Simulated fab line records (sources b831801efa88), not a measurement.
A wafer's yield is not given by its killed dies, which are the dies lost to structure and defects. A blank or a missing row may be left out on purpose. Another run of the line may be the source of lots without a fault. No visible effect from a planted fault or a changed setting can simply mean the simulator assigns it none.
8D (eight disciplines) problem report, filled in by code | flow gf180mcu | the parts of the form that need people (team, actions taken, sign-off) are left out

1. PROBLEM STATEMENT
At GF_SAB_CD_MEAS_09, cd nm averages 327.4 nm over 2 wafers from 2 lots, while fault-free wafers read 419.5 nm, standard deviation 2. That puts it -46 standard deviations away from the usual mean.
The step: target cd 420 nm.
Seen first at day 16 19:37 on cd sem-02, wafer L235.2. The record has a number at this step for 40 wafers belonging to 14 lots. Rule for "out" (also "out of limits"): further than 4 standard deviations from the usual mean. The rest of the wafers with a number are treated as sound.

2. WHAT IT IS AND WHAT IT IS NOT
question                    | is                   | is not
which readings at this step | cd nm                | -
which lots                  | L235, L236           | L231, L232, L245, L246, L247, L248, L249, L250, L251, L252, L253, L254
which wafers of those lots  | L235.2, L236.6       | L235.3, L236.5
read on which gauges        | cd sem-01, cd sem-02 | -
when                        | from day 16 19:37    | up to then (7 sound wafers); but 31 sound wafers of L236, L245, L246, L247, L248, L249, L250, L251, L252, L253, L254 came after

3. WHAT RULES OUT EACH SUSPECT
Counting: any tool at a process step up to the reading remains a suspect provided it ran every lot that is out. Sound lots after the first of them don't rule it out here, since some wafers of a struck lot are sound.
- the gauge at GF_SAB_CD_MEAS_09 has been ruled out. Those wafers that are out were read across 2 gauges (cd sem-01, cd sem-02).
- iline stepper-01 at GF_SAB_EXPOSE_06 (exposes mask SAB, target cd 420 nm): kept. It ran every lot that is out, first L235 (day 16 08:51).
The count leaves iline stepper-01 at GF_SAB_EXPOSE_06.

4. THE CAUSE (what the simulator had put in)
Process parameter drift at GF_SAB_EXPOSE_06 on iline stepper-01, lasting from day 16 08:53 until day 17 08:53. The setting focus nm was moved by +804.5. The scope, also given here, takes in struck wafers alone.
Only this tool survived the counting.

5. THE CHAIN OF EFFECTS, in route order
Each row: a reading where the mean over the struck wafers with a number is more than 3 standard deviations away from the usual. Only readings for which the record gives a usual standard deviation are gone through. hours: the time from each lot's start at the first step in this table that gives one to its start at this step, as a median over the lots. sigmas: the change in usual standard deviations.
hours | step              | reading | usual    | on struck wafers | change | sigmas
0     | GF_SAB_CD_MEAS_09 | cd nm   | 419.5 nm | 327.4            | -92.1  | -46

6. HOW IT WOULD HAVE BEEN CAUGHT EARLIER
Counted from the fault's start at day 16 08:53, it took 11 hours until the first out-of-limits reading at a measuring or inspecting step in this record, taken at day 16 19:37.
The start of GF_SAB_EXPOSE_06 on iline stepper-01 came by day 16 19:37 for every one of the lots that are out (2). Tool hold at that time: it would have spared none of them.
